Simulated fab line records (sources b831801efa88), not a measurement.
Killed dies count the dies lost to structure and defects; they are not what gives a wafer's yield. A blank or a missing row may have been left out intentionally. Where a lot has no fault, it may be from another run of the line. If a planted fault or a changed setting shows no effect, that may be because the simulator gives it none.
Which tool was responsible? ; flow gf180mcu ; 39 wafers from 13 lots sampled at 5 of the route's 602 steps

WHAT THE GAUGES SHOWED, per wafer
GF_POLY_GATE_CD_MEAS_10 targets a cd of 280 nm.
lot;measured;on;cd_nm (nm)
L819;day 9 07:38;cd_sem-02;277.9 278.5 278.5
L821;day 9 22:49;cd_sem-02;280.3 279.4 279.5
L822;day 10 06:48;cd_sem-02;278.8 280.2 279.5
L823;day 10 12:05;cd_sem-02;278.6 279.8 279.3
L824;day 10 18:16;cd_sem-01;321.7 323.6 323.5 321.5 323.3 323.4
L834;day 13 21:14;cd_sem-02;279.4 278.9 279.1
L835;day 13 22:59;cd_sem-02;281.0 282.3 282.3
L836;day 14 09:15;cd_sem-02;280.1 280.4 280.8
L837;day 14 14:40;cd_sem-02;278.3 278.7 279.5
L838;day 14 19:43;cd_sem-01;277.1 277.0 278.5
L839;day 15 02:16;cd_sem-01;279.7 280.9 281.1
L840;day 15 06:12;cd_sem-01;280.1 280.8 280.3
L842;day 16 01:29;cd_sem-02;281.5 281.8 280.7

GF_PSD_CD_MEAS_07 targets a cd of 400 nm.
lot;measured;on;cd_nm (nm)
L819;day 14 06:26;cd_sem-01;402.0 399.0 400.6
L821;day 15 00:41;cd_sem-01;397.6 397.0 397.1
L822;day 15 11:22;cd_sem-01;401.7 398.9 402.4
L823;day 15 16:46;cd_sem-01;398.2 398.2 397.0
L824;day 16 00:49;cd_sem-02;401.4 400.0 398.2
L834;day 19 18:38;cd_sem-01;401.5 401.8 402.5
L835;day 19 22:36;cd_sem-01;398.1 400.5 401.7
L836;day 20 09:35;cd_sem-01;400.6 397.1 400.0
L837;day 20 14:07;cd_sem-02;401.1 402.4 403.8
L838;day 20 21:34;cd_sem-02;400.3 398.7 399.2
L839;day 21 03:30;cd_sem-02;398.0 399.0 400.8
L840;day 21 08:59;cd_sem-02;397.8 396.8 400.0
L842;day 22 04:58;cd_sem-02;399.8 397.7 402.4

GF_V2_CD_MEAS_14 targets a cd of 260 nm.
lot;measured;on;cd_nm (nm)
L819;day 20 09:41;cd_sem-01;261.5 261.0 261.2
L821;day 21 04:53;cd_sem-02;258.8 259.3 258.8
L822;day 21 16:23;cd_sem-02;258.4 258.4 259.1
L823;day 21 22:37;cd_sem-02;260.3 260.6 259.6
L824;day 22 06:55;cd_sem-02;260.1 258.8 259.1
L834;day 25 17:34;cd_sem-02;257.9 258.3 260.3
L835;day 25 23:58;cd_sem-02;259.0 260.1 259.5
L836;day 26 09:32;cd_sem-01;259.6 258.0 258.1
L837;day 26 12:56;cd_sem-02;259.8 258.8 259.2
L838;day 26 18:55;cd_sem-01;259.4 259.3 259.2
L839;day 27 00:08;cd_sem-01;261.6 260.4 260.6
L840;day 27 05:14;cd_sem-01;260.7 260.2 261.1
L842;day 27 23:42;cd_sem-01;258.5 259.7 259.5

WHICH TOOL RAN EACH LOT (tool, then ch and the chambers of the sampled wafers, then the start)
lot;GF_POLY_GATE_EXPOSE_07;GF_V2_CVD_02
L819;krf_scanner-02 ch 0, day 8 23:06;pecvd-03 ch 0,1,2, day 19 08:49
L821;krf_scanner-02 ch 0, day 9 14:11;pecvd-03 ch 0,2, day 20 04:04
L822;krf_scanner-01 ch 0, day 9 22:18;pecvd-03 ch 0,2, day 20 15:36
L823;krf_scanner-02 ch 0, day 10 03:32;pecvd-04 ch 1,2, day 20 22:04
L824;krf_scanner-02 ch 0, day 10 09:55;pecvd-03 ch 0,1,2, day 21 06:38
L834;krf_scanner-01 ch 0, day 13 10:58;pecvd-03 ch 1,2, day 24 19:44
L835;krf_scanner-02 ch 0, day 13 13:08;pecvd-01 ch 1,2, day 25 01:50
L836;krf_scanner-02 ch 0, day 13 23:33;pecvd-01 ch 0,1, day 25 11:33
L837;krf_scanner-02 ch 0, day 14 05:04;pecvd-04 ch 0,2, day 25 16:02
L838;krf_scanner-02 ch 0, day 14 09:11;pecvd-04 ch 0,2, day 25 22:11
L839;krf_scanner-02 ch 0, day 14 15:46;pecvd-01 ch 0,1,2, day 26 03:19
L840;krf_scanner-02 ch 0, day 14 20:13;pecvd-03 ch 0,1,2, day 26 08:44
L842;krf_scanner-01 ch 0, day 15 14:48;pecvd-03 ch 0,2, day 27 02:29
- GF_POLY_GATE_EXPOSE_07: exposes mask Poly2, target cd 280 nm.
- GF_V2_CVD_02: deposits SiO2 from TEOS, target thk 850 nm, time 94.851 s.

AS READ BY THE TOOLS THEMSELVES (means over the sampled wafers that have a number; for cases with no such wafer, the mark the record gives instead)
GF_POLY_GATE_EXPOSE_07.
lot;tool;stage_vel_mm_s (mm/s)
L819;krf_scanner-02;500.51
L821;krf_scanner-02;500.04
L822;krf_scanner-01;500.26
L823;krf_scanner-02;499.63
L824;krf_scanner-02;500.04
L834;krf_scanner-01;500.43
L835;krf_scanner-02;499.86
L836;krf_scanner-02;500.16
L837;krf_scanner-02;499.91
L838;krf_scanner-02;499.60
L839;krf_scanner-02;499.84
L840;krf_scanner-02;499.55
L842;krf_scanner-01;500.16

GF_V2_CVD_02.
lot;tool;heater_power_w (W)
L819;pecvd-03;645
L821;pecvd-03;531
L822;pecvd-03;591
L823;pecvd-04;578
L824;pecvd-03;639
L834;pecvd-03;738
L835;pecvd-01;615
L836;pecvd-01;612
L837;pecvd-04;685
L838;pecvd-04;683
L839;pecvd-01;654
L840;pecvd-03;666
L842;pecvd-03;545

THE ANSWER, worked out from the rows above alone
Rule: usual is defined by the lots themselves. The widest of any qualifying gaps counts: lots, ordered by their means at a reading, are off when they make up no more than a third of the lots, leave a main group of 4 or more, and stand apart from it by 3 or more times the standard deviation of that group's means. A main group whose means are all the same, to the digits that the tables above print for the reading, isn't used. A lot without any number at a reading at which 4 lots or more have one is off too. Where the step has rows for the other lots, those lots are counted as sound. The gauges are gone through in route order, then the tools' own readings, and for those a lot's mean is taken as printed above. At the first step where some lot is off, the reading lying furthest off is the one used; lots without a number count as furthest.
Off: L824 (GF_POLY_GATE_CD_MEAS_10, cd_nm). The main group: mean 279.7 nm, standard deviation 1.2.
A tool fits if, at a process step before that reading, it ran every lot that is off, and no sound lot after the first of them. Gauges at GF_POLY_GATE_CD_MEAS_10: tried the same way as those tools. No candidate that was tried fits.

WHAT WAS PUT IN BY THE SIMULATOR
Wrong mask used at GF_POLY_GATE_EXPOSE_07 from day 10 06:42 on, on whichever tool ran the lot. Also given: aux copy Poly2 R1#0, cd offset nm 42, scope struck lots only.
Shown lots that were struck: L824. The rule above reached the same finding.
